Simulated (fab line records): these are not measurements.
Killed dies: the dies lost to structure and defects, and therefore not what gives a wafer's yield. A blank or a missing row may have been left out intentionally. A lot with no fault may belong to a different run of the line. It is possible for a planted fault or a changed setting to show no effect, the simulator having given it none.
Which tool is to blame? / flow sfq_line / 21 wafers from 7 lots sampled at 3 of the route's 325 steps

## WHAT EACH GAUGE READ, for each wafer
SFQ_M4_RS_MEAS_924: the measuring method here is four-point-probe.
lot=L977; measured=day 49 18:46; on=film_metro-02; M4_NB_RS (ohm/sq)=0.889 0.890 0.903
lot=L980; measured=day 50 00:46; on=film_metro-02; M4_NB_RS (ohm/sq)=0.883 0.885 0.884
lot=L982; measured=day 50 05:43; on=film_metro-04; M4_NB_RS (ohm/sq)=0.898 0.900 0.918
lot=L986; measured=day 50 17:49; on=film_metro-03; M4_NB_RS (ohm/sq)=0.873 0.886 0.878
lot=L990; measured=day 51 00:59; on=film_metro-02; M4_NB_RS (ohm/sq)=0.889 0.891 0.506 0.891 0.892 0.505
lot=L995; measured=day 51 09:23; on=film_metro-04; M4_NB_RS (ohm/sq)=0.868 0.873 0.876
lot=L999; measured=day 52 13:06; on=film_metro-02; M4_NB_RS (ohm/sq)=0.906 0.891 0.911

## WHICH TOOL RAN EACH LOT (tool, then ch and the chambers of the sampled wafers, then the start)
lot=L977; SFQ_TRILAYER_M3_STRIP_STRIP_079=rie_metal-04 ch 1, day 42 07:29; SFQ_TRILAYER_M4_DEP_SPUTTER_091=pvd_sputter-03, day 49 18:38
lot=L980; SFQ_TRILAYER_M3_STRIP_STRIP_079=rie_metal-01 ch 0,1, day 42 14:19; SFQ_TRILAYER_M4_DEP_SPUTTER_091=pvd_sputter-04, day 50 00:38
lot=L982; SFQ_TRILAYER_M3_STRIP_STRIP_079=rie_metal-03 ch 0,1, day 42 17:56; SFQ_TRILAYER_M4_DEP_SPUTTER_091=pvd_sputter-03, day 50 05:34
lot=L986; SFQ_TRILAYER_M3_STRIP_STRIP_079=rie_metal-01 ch 1, day 43 05:37; SFQ_TRILAYER_M4_DEP_SPUTTER_091=pvd_sputter-04, day 50 17:41
lot=L990; SFQ_TRILAYER_M3_STRIP_STRIP_079=rie_metal-01 ch 1, day 43 11:59; SFQ_TRILAYER_M4_DEP_SPUTTER_091=pvd_sputter-06, day 51 00:53
lot=L995; SFQ_TRILAYER_M3_STRIP_STRIP_079=rie_metal-03 ch 0,1, day 43 19:13; SFQ_TRILAYER_M4_DEP_SPUTTER_091=pvd_sputter-04, day 51 09:18
lot=L999; SFQ_TRILAYER_M3_STRIP_STRIP_079=rie_metal-04 ch 1, day 45 04:35; SFQ_TRILAYER_M4_DEP_SPUTTER_091=pvd_sputter-03, day 52 13:01
- SFQ_TRILAYER_M3_STRIP_STRIP_079: strips in O2.
- SFQ_TRILAYER_M4_DEP_SPUTTER_091: material Nb, target thk 200 nm, time 133.3 s.

## THE ANSWER, worked out from the rows above alone
Rule: the usual values come from the lots themselves. The widest of any qualifying gaps counts: lots, ordered by their means at a reading, are off when they make up no more than a third of the lots, leave a main group of 4 or more, and stand apart from it by 3 or more times the standard deviation of that group's means. If all means in a main group match to the digits the tables above print for the reading, that group is not used. Also off: a lot with no number at a reading for which 4 or more lots have one. Where the step has rows for the other lots, those lots are counted as sound.
Off: L990, seen at SFQ_M4_RS_MEAS_924 (M4_NB_RS). The main group has a mean of 0.890 ohm/sq with a standard deviation of 0.012.
A tool fits if, at a process step before that reading, it ran every lot that is off, and no sound lot after the first of them. The gauges at SFQ_M4_RS_MEAS_924 are tried like those tools. Can't be told from this: 2 tools fit, rie_metal-01 at SFQ_TRILAYER_M3_STRIP_STRIP_079, pvd_sputter-06 at SFQ_TRILAYER_M4_DEP_SPUTTER_091.

## WHAT WAS PUT IN BY THE SIMULATOR
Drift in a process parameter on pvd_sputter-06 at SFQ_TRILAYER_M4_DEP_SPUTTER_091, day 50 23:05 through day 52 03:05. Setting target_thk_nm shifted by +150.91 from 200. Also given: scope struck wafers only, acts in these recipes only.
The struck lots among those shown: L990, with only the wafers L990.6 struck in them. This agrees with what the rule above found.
